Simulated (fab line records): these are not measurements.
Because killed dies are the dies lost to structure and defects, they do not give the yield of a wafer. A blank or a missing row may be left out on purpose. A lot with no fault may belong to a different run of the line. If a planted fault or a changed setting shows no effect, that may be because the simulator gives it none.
Split-lot experiment	flow sky130	23 wafers read from 5 lots, route of 708 steps

## THE SPLIT
At SKY_SONOS_ONO_ETCH_15 (etches the open film in CHF3/O2, target depth 19.52 nm, time 7.8 s), the setting time-s was moved away from the recipe's 7.8 s on 7 of the 23 wafers read, by -13.5% to -6.6%. This setting was run at the recipe's value on the other wafers.

The reading comes from the split's own step.

## THE READING
SONOS_ONO.feature-depth-nm (the simulator's own value, which no gauge read), in nm, at SKY_SONOS_ONO_ETCH_15 (etches the open film in CHF3/O2, target depth 19.52 nm, time 7.8 s). The file does not state a usual value for it. Average 19.58 nm, standard deviation 0.28 nm, over the 16 wafers here run with the recipe.

wafer	tool, chamber at the split	time-s as run, s	against the recipe	SONOS_ONO.feature-depth-nm, nm	against lot-mates on the recipe
L074.1	rie-diel-04, 2	7.8	recipe	19.77	-
L074.2	rie-diel-04, 3	6.745	-13.5%	17.02	-2.88
L074.3	rie-diel-04, 1	6.745	-13.5%	16.92	-2.98
L074.4	rie-diel-04, 0	7.8	recipe	20.03	-
L074.5	rie-diel-04, 2	6.745	-13.5%	17.08	-2.82
L075.1	rie-diel-04, 0	7.8	recipe	19.76	-
L075.4	rie-diel-04, 2	7.8	recipe	19.6	-
L075.5	rie-diel-04, 1	7.8	recipe	19.37	-
L077.1	rie-diel-03, 2	7.286	-6.6%	18.4	-1.39
L077.2	rie-diel-03, 1	7.8	recipe	19.68	-
L077.4	rie-diel-03, 1	7.286	-6.6%	18.35	-1.44
L077.5	rie-diel-03, 3	7.8	recipe	19.93	-
L077.6	rie-diel-03, 2	7.8	recipe	19.75	-
L080.2	rie-diel-01, 0	7.8	recipe	19.64	-
L080.3	rie-diel-01, 2	7.8	recipe	19.17	-
L080.4	rie-diel-01, 1	7.169	-8.1%	18.21	-1.38
L080.5	rie-diel-01, 2	7.169	-8.1%	17.61	-1.98
L080.6	rie-diel-01, 1	7.8	recipe	19.97	-
L084.1	rie-diel-03, 0	7.8	recipe	19.52	-
L084.2	rie-diel-03, 1	7.8	recipe	19.41	-
L084.3	rie-diel-03, 3	7.8	recipe	19.13	-
L084.5	rie-diel-03, 3	7.8	recipe	19.16	-
L084.6	rie-diel-03, 0	7.8	recipe	19.45	-

FIT RESULTS
A straight line over all 23 wafers: SONOS_ONO.feature-depth-nm changes by +0.192 nm for each +1% of time-s; r = +0.97; the points scatter about the line by 0.26 nm.
The same after taking each lot's own level away (the mean of its wafers on the recipe; 23 wafers): +0.213 nm for each +1%; r = +0.98; scatter 0.19 nm.
That fit puts the effect of the largest move of time-s on the reading at 2.9 nm.
Measured against the standard deviation above, the lots' own levels, which go from 19.334 to 19.900 nm, span 2.0 times it.
Hence the lot-to-lot level has little effect on the slope; both slopes agree.
Check: -2.88 nm against its lot-mates is what the line predicts for one of the wafers moved furthest among these (-13.5%) when that wafer is left out of the fit. Against them it came out at -2.88 nm.

## FURTHER SPLITS ON THESE WAFERS
Before the reading, these wafers also passed through other splits. Each is held against what the fit with the lots' levels taken away leaves over:
other split on the same wafers	wafers away from the commonest value	r with SONOS_ONO.feature-depth-nm (lot level and that fit taken away)
SKY_VT_ADJUST_LVTN_SOFTBAKE_14 temp-c	5	-0.14
SKY_VT_ADJUST_NCORE_EXPOSE_04 dose-mj	7	-0.04
SKY_VT_ADJUST_NCORE_IMPLANT_09 energy-kev	7	-0.25
SKY_VT_ADJUST_HVTR_EXPOSE_04 dose-mj	8	-0.19
SKY_VT_ADJUST_PCH_IMPLANT_08 energy-kev	7	-0.18
SKY_SONOS_TUNNEL_COAT_02 resist-thk-nm	8	+0.00
SKY_SONOS_ONO_OXIDATION_00 ox-time-s	15	+0.02
SKY_SONOS_ONO_COAT_08 resist-thk-nm	8	-0.07

## THE FILE'S OWN FIT
SONOS_ONO.feature-depth-nm changes by +0.213 nm for each +1% of time-s, r = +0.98.
